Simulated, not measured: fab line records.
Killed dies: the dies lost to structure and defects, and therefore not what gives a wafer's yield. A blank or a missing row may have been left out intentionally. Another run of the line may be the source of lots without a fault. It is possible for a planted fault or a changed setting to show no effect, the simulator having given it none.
8D (eight disciplines) problem report, filled in by code || flow sky130 || the parts of the form that need people (team, actions taken, sign-off) are left out

== 1. WHAT IS WRONG ==
Wafers without a fault read 4.462 s, standard deviation 0.02; strip_time_to_endpoint_s at SKY_VIA1_STRIP_16 reads a mean of 4.575 s on 2 wafers belonging to 2 lots. Measured from the usual mean, that is +5.6 standard deviations.
The step: strips in O2/N2.
Earliest sighting: wafer L227.6 on plasma_asher-03 at day 39 19:53. The record holds 33 wafers of 11 lots with a number at this step. By rule, "out" or "out of limits" means more than 4 standard deviations away from the usual mean. The other wafers with a number count as sound.

== 2. WHAT IT IS; WHAT IT IS NOT ==
{"question": "which readings at this step", "is": "strip_time_to_endpoint_s", "is not": "drypump_motor_current_A, o2_flow_sccm"}
{"question": "which lots", "is": "L227, L230", "is not": "L212, L213, L214, L217, L219, L221, L222, L223, L225"}
{"question": "which wafers of those lots", "is": "L227.6, L230.2", "is not": "L227.3, L227.4, L230.3, L230.5"}
{"question": "read on which tools", "is": "plasma_asher-03", "is not": "plasma_asher-01, plasma_asher-02"}
{"question": "when", "is": "from day 39 19:53", "is not": "up to then (29 sound wafers); but 2 sound wafers of L230 came after"}

== 3. THE SUSPECTS, EACH WITH WHAT RULES IT OUT ==
Counting: any tool at a process step up to the reading remains a suspect provided it ran every lot that is out. Sound lots after the first of them don't rule it out here, since some wafers of a struck lot are sound.
- cmp-01 at SKY_VIA1_CMP_02 (polishes SiO2): kept. Every lot that is out went through it, the first being L227 (day 38 17:59); the last sound lot it ran before that was L225 (day 38 15:22).
- rie_diel-03 at SKY_VIA1_ETCH_14 (etches BARC in N2/H2, stops on SiO2, time 45.9 s, target depth 60 nm): kept. Every lot that is out went through it, the first being L227 (day 39 19:46); the last sound lot it ran before that was L225 (day 39 17:04).
- plasma_asher-03 at SKY_VIA1_STRIP_16 (strips in O2/N2): kept. Every lot that is out went through it, the first being L227 (day 39 19:53); the last sound lot it ran before that was L217 (day 35 20:33). Out on those wafers are its own readings of strip_time_to_endpoint_s.
The count leaves cmp-01 at SKY_VIA1_CMP_02, rie_diel-03 at SKY_VIA1_ETCH_14, and plasma_asher-03 at SKY_VIA1_STRIP_16.

== 4. THE CAUSE (what the simulator had put in) ==
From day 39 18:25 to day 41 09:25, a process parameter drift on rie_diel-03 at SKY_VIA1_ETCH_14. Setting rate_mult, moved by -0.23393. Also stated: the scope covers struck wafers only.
3 suspects survive the count, and this tool is in that group.

== 5. SEQUENCE OF EFFECTS, ordered by route ==
One row per reading whose mean, taken over the struck wafers that have a number, lies over 3 standard deviations from the usual. Only readings whose record carries a usual standard deviation are examined. hours: median over the lots of the time between each lot's start at the first step of this table that gives one and its start at this step. sigmas: the change, counted in usual standard deviations.
{"hours": 0, "step": "SKY_VIA1_STRIP_16", "reading": "strip_time_to_endpoint_s", "usual": "4.462 s", "on struck wafers": 4.575, "change": "+0.113", "sigmas": "+5.6"}
The process steps in it:
- SKY_VIA1_STRIP_16: strips in O2/N2.
At these later measuring or inspecting steps, every struck wafer for which the step has a row has a number for every such reading, and none has moved that far: SKY_VIA1_THK_MEAS_23.

== 6. WHAT WOULD HAVE CAUGHT IT SOONER ==
In this record the first reading out of limits was taken at day 39 19:53, 1 hour after the fault began at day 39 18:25.
No tool reading at SKY_VIA1_ETCH_14 that has a usual standard deviation in the record was out on any struck wafer, so an alarm limit of 4 standard deviations on those readings would not have fired.
Lots out: 2; of these, L230 started SKY_VIA1_ETCH_14 on rie_diel-03 after day 39 19:53. It would have been spared by a hold on the tool at that moment.
